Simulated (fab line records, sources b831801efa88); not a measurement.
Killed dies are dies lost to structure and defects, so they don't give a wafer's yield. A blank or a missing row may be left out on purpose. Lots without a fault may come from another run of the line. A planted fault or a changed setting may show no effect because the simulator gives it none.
Chamber matching | flow gf180mcu | GF_V4_CVD_02 on pecvd-03: 3 sister chambers
The step deposits SiO2 from TEOS, target thk 850 nm, time 94.851 s. 20 wafers are shown with their chamber, then 10 later ones without.

WAFERS WITH THEIR CHAMBER
wafer  | chamber | heater_power_w (W) | rf_fwd_power_W (W)
L075.1 | 0       | 602                | 596.5
L075.2 | 1       | 659                | 597.3
L075.3 | 2       | 641                | 596.6
L075.4 | 2       | 503                | 598.6
L075.5 | 0       | 650                | 595.6
L075.6 | 1       | 701                | 599.1
L082.3 | 0       | 544                | 594.6
L082.5 | 1       | 724                | 598.9
L082.6 | 2       | 581                | 596.1
L086.1 | 2       | 605                | 595.5
L086.3 | 0       | 620                | 596.2
L086.5 | 2       | 614                | 592.5
L089.1 | 0       | 640                | 600.0
L089.2 | 1       | 655                | 596.6
L089.3 | 2       | 619                | 596.3
L089.4 | 1       | 716                | 594.5
L089.5 | 2       | 503                | 596.9
L089.6 | 0       | 665                | 595.1
L090.2 | 1       | 700                | 598.9
L090.5 | 0       | 641                | 597.1

SIGNATURES (means of the wafers above)
reading        | chamber 0 | chamber 1 | chamber 2 | scatter within a chamber
heater_power_w | 623.14    | 692.50    | 580.86    | 44
rf_fwd_power_W | 596.443   | 597.550   | 596.071   | 1.81
Rule: a wafer's distance from a chamber is the root of the sum, over the readings, of the square of ((its reading less the chamber's mean) divided by the reading's scatter). The wafer belongs to the nearest chamber; if the next one is less than 2 further off, it can't be placed. The scatter: the root of (the sum of the squares of (reading less its chamber's mean) over the shown wafers, divided by (wafers less chambers)).

WAFERS WITHOUT THEIR CHAMBER
wafer  | heater_power_w (W) | rf_fwd_power_W (W)
L090.6 | 727                | 596.3
L093.2 | 575                | 591.8
L093.3 | 615                | 595.1
L093.4 | 621                | 592.6
L094.1 | 766                | 600.3
L094.2 | 621                | 595.8
L094.3 | 668                | 592.0
L094.4 | 647                | 592.9
L094.5 | 524                | 592.9
L094.6 | 603                | 596.8

WHICH CHAMBER EACH WENT THROUGH
wafer  | from the rows above          | in truth
L090.6 | can't be placed: 1 or 0      | 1
L093.2 | can't be placed: 2 or 0 or 1 | 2
L093.3 | can't be placed: 0 or 2 or 1 | 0
L093.4 | can't be placed: 0 or 2 or 1 | 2
L094.1 | can't be placed: 1 or 0      | 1
L094.2 | can't be placed: 0 or 2 or 1 | 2
L094.3 | can't be placed: 0 or 2 or 1 | 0
L094.4 | can't be placed: 0 or 2 or 1 | 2
L094.5 | can't be placed: 2 or 0      | 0
L094.6 | can't be placed: 0 or 2 or 1 | 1
Placed correctly: 0 of 10. Can't be placed from these rows: 10 (the true chamber is among the candidates in 10). Placed wrongly: 0.
